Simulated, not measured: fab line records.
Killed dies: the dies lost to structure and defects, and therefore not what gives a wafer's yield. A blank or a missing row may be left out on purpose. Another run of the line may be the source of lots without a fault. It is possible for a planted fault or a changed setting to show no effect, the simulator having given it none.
A lot that was struck, set against a sound lot -- flow gf180mcu -- 43 out of 602 route steps
Sound: the wafers L548.1, L548.2, L548.3. Struck: wafers L555.2, L555.3, L555.5. The cause is given at the end.
For every step that has rows: the tool of each side, followed by ch and its chambers, followed by its first start. Under that, the readings that differ: sound wafers -- struck wafers -- difference of the means -- sigmas: that difference in standard deviations of wafers without a fault.
alike: readings with means less than 2 such deviations apart, plus words and numbers identical on both sides. not compared: withheld readings, readings lacking a value on some wafer, bounds such as >300 that could conceal the same value, and numbers that have no deviation in the record and whose values overlap.
The two part at a step that has a row with sigmas, a row that says differs or no value, or rows on one side only. Numbers that have no deviation but don't overlap get no sigmas and don't part them. A reading missing from all wafers of one side parts the sides only when that side holds two or more wafers.

first, 8 steps without rows for these wafers: GF_V3_DEHYDRATE_06 (time 60 s); GF_V3_HMDS_07 (prime time 60 s); GF_V3_COAT_08; GF_V3_COAT_09 (resist thk 1000 nm); GF_V3_SOFTBAKE_10 (time 60 s); GF_V3_EXPOSE_11 (exposes mask Via3, target cd 260 nm); GF_V3_PEB_12 (peb time 90 s); GF_V3_DEVELOP_13 (develop time 60 s).
GF_V3_CD_MEAS_14 targets a cd of 260 nm.
  sound: cdSem-01 at day 23 10:24; struck: cdSem-02 at day 25 16:34
reading,sound,struck,difference,sigmas
cdNm (nm),260.7 260.4 260.2,257.5 258.6 256.9,-2.8,-3
GF_V3_OVL_MEAS_15:
  sound: overlay-02 at day 23 10:31; struck: overlay-02 at day 25 16:40
  alike: V3_OVL
GF_V3_ETCH_16: etches BARC in N2/H2.
  sound on rieDiel-01 ch 0,1,2, day 23 10:34; struck on rieDiel-04 ch 2,3, day 25 16:41
  alike: drypumpMotorCurrentA, h2FlowSccm, oesProductAu, rfFwdPowerW, throttleValvePct
GF_V3_ETCH_17: etches SiO2 in C4F8/O2/Ar, stops on TiN, target depth 635 nm.
  sound: rieDiel-01 ch 0,1,2; struck: rieDiel-04 ch 2,3
  alike: oesProductAu, rfFwdPowerW
GF_V3_STRIP_18: strips in O2/N2.
  sound on plasmaAsher-03 ch 0,1, day 23 10:41; struck on plasmaAsher-03 ch 1, day 25 16:49
  alike: drypumpMotorCurrentA, heaterPowerW, oesProductAu
  not compared: rfHoursCounterH
then, 5 steps without rows for these wafers: GF_V3_STRIP_19 (strips in post etch residue remover, time 1200 s); GF_V3_CLEAN_20 (cleans in DIW); GF_V3_SPUTTER_21 (material Ti, target thk 15 nm, time 80.02 s); GF_V3_SPUTTER_22 (material TiN, target thk 10 nm, time 40 s); GF_V3_CVD_23 (deposits W, target thk 350 nm, time 104.9 s).
GF_V3_RS_MEAS_24: measures by four-point-probe.
  sound: filmMetro-03 at day 23 11:52; struck: filmMetro-02 at day 25 17:36
  alike: V3_W_RS
GF_V3_THK_MEAS_25: measures by xrf.
  sound: filmMetro-03 at day 23 11:59; struck: filmMetro-02 at day 25 17:43
  alike: V3_W_THK
then, 2 steps without rows for these wafers: GF_V3_CMP_26 (polishes, stops on SiO2, t overpolish 15 s, target thk 0 nm); GF_M4_SPUTTER_00 (material Ti, target thk 37.5 nm, time 150 s).
GF_M4_SPUTTER_01: material TiN, target thk 30 nm, time 25 s.
  sound: pvdSputter-02 at day 23 12:31; struck: pvdSputter-02 at day 25 18:10
  alike: throttleValvePct
GF_M4_SPUTTER_02: material AlCu, target thk 450 nm, time 23.9 s.
  sound: pvdSputter-02 at day 23 12:32; struck: pvdSputter-02 at day 25 18:11
  alike: throttleValvePct
then, 2 steps without rows for these wafers: GF_M4_SPUTTER_03 (material Ti, target thk 10 nm, time 6.7 s); GF_M4_SPUTTER_04 (material TiN, target thk 50 nm, time 41.7 s).
GF_M4_RS_MEAS_05: measures by four-point-probe.
  sound: filmMetro-04 at day 23 12:38; struck: filmMetro-01 at day 25 18:18
  alike: M4_ALCU_RS
GF_M4_THK_MEAS_06: measures by xrf.
  sound: filmMetro-04 at day 23 12:45; struck: filmMetro-01 at day 25 18:25
  alike: M4_ALCU_THK
then, 7 steps without rows for these wafers: GF_M4_DEHYDRATE_07 (time 60 s); GF_M4_HMDS_08 (prime time 60 s); GF_M4_COAT_09 (resist thk 1000 nm); GF_M4_SOFTBAKE_10 (time 60 s); GF_M4_EXPOSE_11 (exposes mask Metal4, target cd 280 nm); GF_M4_PEB_12 (peb time 90 s); GF_M4_DEVELOP_13 (develop time 58.77 s).
GF_M4_CD_MEAS_14 targets a cd of 280 nm.
  sound: cdSem-01 at day 24 10:36; struck: cdSem-01 at day 26 14:51
  alike: cdNm
GF_M4_OVL_MEAS_15:
  sound: overlay-01 at day 24 10:43; struck: overlay-01 at day 26 14:58
  alike: M4_OVL
GF_M4_METAL_ETCH_16: etches the open film in Cl2/BCl3, stops on SiO2, target depth 627.5 nm, time 104.6 s.
  sound on rieMetal-01 ch 0,1, day 24 10:46; struck on rieMetal-03 ch 0,1, day 26 14:59
  alike: drypumpMotorCurrentA, oesProductAu, rfFwdPowerW, throttleValvePct
  not compared: rfHoursCounterH
then, 4 steps without rows for these wafers: GF_M4_STRIP_17 (strips in O2/N2); GF_M4_STRIP_18 (strips in post etch residue remover, time 1200 s); GF_M4_CLEAN_19 (cleans in DIW); GF_V4_CVD_00 (deposits SiO2, target thk 600 nm, time 100 s).
-- the record jumps here: 5 days lie between the struck wafers' starts before and after (it left off in module V4 and takes up again in module PASSIVATION, whose first step shown is number 602 of the route) --
GF_PASSIVATION_PROBE_99:
  only the struck wafers here have rows in the record (prober-02, day 31 20:50); the sound ones have none

WHERE THEY PART
First at GF_V3_CD_MEAS_14; last, within this record, at GF_PASSIVATION_PROBE_99.

WHY: the cause the simulator had injected
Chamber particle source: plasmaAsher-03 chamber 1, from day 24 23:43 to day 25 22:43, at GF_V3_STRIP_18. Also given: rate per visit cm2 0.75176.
